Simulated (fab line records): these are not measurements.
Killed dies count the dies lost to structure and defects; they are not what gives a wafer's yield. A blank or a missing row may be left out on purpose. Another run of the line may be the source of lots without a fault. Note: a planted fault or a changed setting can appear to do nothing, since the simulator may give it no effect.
Split-lot experiment | flow sfq-line | route with 325 steps; 5 lots, 23 wafers read

== SPLIT DETAILS ==
At SFQ_TRILAYER_L0_VIA_LITHO_COAT_018 (resist thk 62 nm), the setting resist-thk-nm was moved away from the recipe's 62 nm on 8 of the 23 wafers read, by -5.5% to +5.1%. This setting was run at the recipe's value on the other wafers.

== FROM THE SPLIT TO THE READING: what the file shows between them, 3 steps ==
- SFQ_TRILAYER_L0_VIA_LITHO_COAT_013: resist thk 650 nm
- SFQ_TRILAYER_L0_VIA_LITHO_SOFTBAKE_017
- SFQ_TRILAYER_L0_VIA_LITHO_DEVELOP_015: time 60 s

== THE READING ==
oes-product-au, in a.u., at SFQ_TRILAYER_L0_VIA_BARC_OPEN_VIA_ETCH_021 (etches BARC in O2, target depth 125 nm, time 41.7 s). Typical for fault-free wafers on this fab line: 0.685 a.u., with standard deviation 0.0044 a.u.

wafer  | tool, chamber at the split | resist-thk-nm as run, nm | against the recipe | oes-product-au, a.u. | against lot-mates on the recipe
L074.1 | litho-track-02, 0          | 62                       | recipe             | 0.680                | -
L074.3 | litho-track-02, 0          | 59.8                     | -3.5%              | 0.669                | -0.012
L074.4 | litho-track-02, 0          | 59.8                     | -3.5%              | 0.674                | -0.007
L074.5 | litho-track-02, 0          | 59.8                     | -3.5%              | 0.672                | -0.009
L074.6 | litho-track-02, 0          | 62                       | recipe             | 0.681                | -
L079.2 | litho-track-02, 0          | 62                       | recipe             | 0.680                | -
L079.3 | litho-track-02, 0          | 62                       | recipe             | 0.682                | -
L079.4 | litho-track-02, 0          | 62                       | recipe             | 0.685                | -
L079.5 | litho-track-02, 0          | 62                       | recipe             | 0.683                | -
L079.6 | litho-track-02, 0          | 62                       | recipe             | 0.682                | -
L081.2 | litho-track-04, 0          | 62                       | recipe             | 0.680                | -
L081.3 | litho-track-04, 0          | 62                       | recipe             | 0.687                | -
L081.4 | litho-track-04, 0          | 62                       | recipe             | 0.693                | -
L082.2 | litho-track-04, 0          | 62                       | recipe             | 0.688                | -
L082.3 | litho-track-04, 0          | 62                       | recipe             | 0.689                | -
L082.4 | litho-track-04, 0          | 65.15                    | +5.1%              | 0.702                | +0.014
L082.5 | litho-track-04, 0          | 65.15                    | +5.1%              | 0.700                | +0.012
L082.6 | litho-track-04, 0          | 62                       | recipe             | 0.688                | -
L083.1 | litho-track-02, 0          | 58.61                    | -5.5%              | 0.668                | -0.018
L083.2 | litho-track-02, 0          | 58.61                    | -5.5%              | 0.678                | -0.008
L083.3 | litho-track-02, 0          | 62                       | recipe             | 0.688                | -
L083.4 | litho-track-02, 0          | 62                       | recipe             | 0.685                | -
L083.6 | litho-track-02, 0          | 58.61                    | -5.5%              | 0.671                | -0.015

FIT RESULTS
A straight line over all 23 wafers: oes-product-au changes by +0.00285 a.u. for each +1% of resist-thk-nm; r = +0.89; the points scatter about the line by 0.0041 a.u.
The same after taking each lot's own level away (the mean of its wafers on the recipe; 23 wafers): +0.00254 a.u. for each +1%; r = +0.93; scatter 0.0029 a.u.
Per that fit: largest resist-thk-nm move, reading shift of 0.014 a.u.
Measured against the standard deviation above, the lots' own levels, which go from 0.6805 to 0.6883 a.u., span 1.8 times it.
Hence the slope depends on the lot-to-lot level, as the two fits are not the same.
Check: -0.0129 a.u. against its lot-mates is what the line predicts for one of the wafers moved furthest among these (-5.5%) when that wafer is left out of the fit. It came out at -0.0185 a.u. against them.

== ADDITIONAL SPLITS CARRIED BY THESE WAFERS ==
Before the reading, these wafers also passed through other splits. Each is held against what the fit with the lots' levels taken away leaves over:
other split on the same wafers                 | wafers away from the commonest value | r with oes-product-au (lot level and that fit taken away)
SFQ_TRILAYER_INCOMING_OXIDATION_002 ox-time-s  | 15                                   | -0.04
SFQ_TRILAYER_L0_LITHO_PEB_008 peb-time-s       | 5                                    | +0.03
SFQ_TRILAYER_L0_BARC_OPEN_METAL_ETCH_010 icp-w | 8                                    | +0.10

== THE WHOLE CHAIN: every reading that the file lists as answering this split, in the file's order ==
step                                       | what it does                                        | reading                                                                                        | change (the file's fit)                   | r (the file's)
SFQ_TRILAYER_L0_VIA_LITHO_COAT_018         | resist thk 62 nm                                    | BARC_of_TRILAYER_L0_VIA_LITHO_COAT_018.thk-nm (the simulator's own value, which no gauge read) | +0.62 nm for each +1% of the setting      | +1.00
SFQ_TRILAYER_L0_VIA_BARC_OPEN_VIA_ETCH_021 | etches BARC in O2, target depth 125 nm, time 41.7 s | oes-product-au                                                                                 | +0.00251 a.u. for each +1% of the setting | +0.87

== THE FILE'S OWN FIT ==
oes-product-au changes by +0.00251 a.u. for each +1% of resist-thk-nm, r = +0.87.
